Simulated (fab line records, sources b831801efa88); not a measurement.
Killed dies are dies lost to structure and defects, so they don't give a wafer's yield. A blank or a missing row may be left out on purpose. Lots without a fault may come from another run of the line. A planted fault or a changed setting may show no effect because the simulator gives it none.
Which tool did it? | flow gf180mcu | 14 lots, 42 wafers sampled, at 2 steps of a route of 602

WHAT THE GAUGES READ, wafer by wafer
GF_M4_CD_MEAS_14: target cd 280 nm. Usual: cd_nm 280.2 nm, standard deviation 1.4.
lot  | measured     | on        | cd_nm (nm)        | flag
L255 | day 23 06:23 | cd_sem-01 | 280.1 280.6 278.9 |
L257 | day 24 04:11 | cd_sem-02 | 279.9 279.0 280.0 |
L258 | day 24 10:16 | cd_sem-01 | 280.0 281.8 281.2 |
L259 | day 24 19:11 | cd_sem-02 | 279.4 279.3 277.7 |
L262 | day 25 22:04 | cd_sem-01 | 279.9 280.7 280.3 |
L266 | day 27 04:47 | cd_sem-02 | 278.8 279.4 279.5 |
L267 | day 27 10:49 | cd_sem-02 | 280.3 280.7 280.3 |
L270 | day 28 10:32 | cd_sem-02 | 278.8 280.3 278.9 |
L271 | day 28 14:29 | cd_sem-01 | 280.7 279.8 280.3 |
L273 | day 29 06:53 | cd_sem-02 | 279.9 279.7 279.5 |
L275 | day 29 15:46 | cd_sem-01 | 276.7 277.3 277.6 |
L276 | day 30 01:44 | cd_sem-01 | 279.7 279.2 280.7 |
L277 | day 30 07:23 | cd_sem-02 | 281.6 281.6 281.0 |
L278 | day 30 14:44 | cd_sem-02 | 279.9 280.3 281.7 |

GF_V4_THK_MEAS_03. Usual: V4_CVD_02_THK 851 nm, standard deviation 9.7.
lot  | measured     | on            | V4_CVD_02_THK (nm) | flag
L255 | day 23 07:32 | film_metro-02 | 852 853 860        |
L257 | day 24 05:11 | film_metro-02 | 842 842 847        |
L258 | day 24 11:16 | film_metro-03 | 845 849 851        |
L259 | day 24 20:11 | film_metro-02 | 855 863 858        |
L262 | day 25 23:13 | film_metro-03 | 852 867 864        |
L266 | day 27 05:53 | film_metro-03 | 851 855 864        |
L267 | day 27 11:53 | film_metro-01 | 848 848 849        |
L270 | day 28 11:32 | film_metro-02 | 839 856 848        |
L271 | day 28 15:29 | film_metro-02 | 839 834 842        |
L273 | day 29 07:53 | film_metro-03 | 844 848 856        |
L275 | day 29 16:47 | film_metro-01 | 845 852 866        |
L276 | day 30 02:44 | film_metro-01 | 849 842 863        |
L277 | day 30 08:23 | film_metro-01 | 855 853 872        |
L278 | day 30 15:51 | film_metro-02 | 843 854 854        |

WHICH TOOL RAN EACH LOT (tool, then ch and the chambers of the sampled wafers, then the start)
The record holds no process step before these readings.

WHAT THE TOOLS THEMSELVES READ (means of the sampled wafers that have a number; where no wafer has one, the mark that the record gives instead)
The record holds no such reading with a usual standard deviation.

THE ANSWER, worked out from the rows above alone
Rule: a lot is off if the mean of its wafers that have a number lies more than 3 standard deviations from the usual mean. A lot without any number at a reading at which 4 lots or more have one is off too. The other lots that the step has rows for count as sound. The gauges are gone through in route order, then the tools' own readings, and for those a lot's mean is taken as printed above. The first step at which some lot is off is used, and at that step the reading that is off furthest; a lot without a number counts as furthest.
No lot is off at any reading shown: from this, nothing can be told.

WHAT THE SIMULATOR HAD PUT IN
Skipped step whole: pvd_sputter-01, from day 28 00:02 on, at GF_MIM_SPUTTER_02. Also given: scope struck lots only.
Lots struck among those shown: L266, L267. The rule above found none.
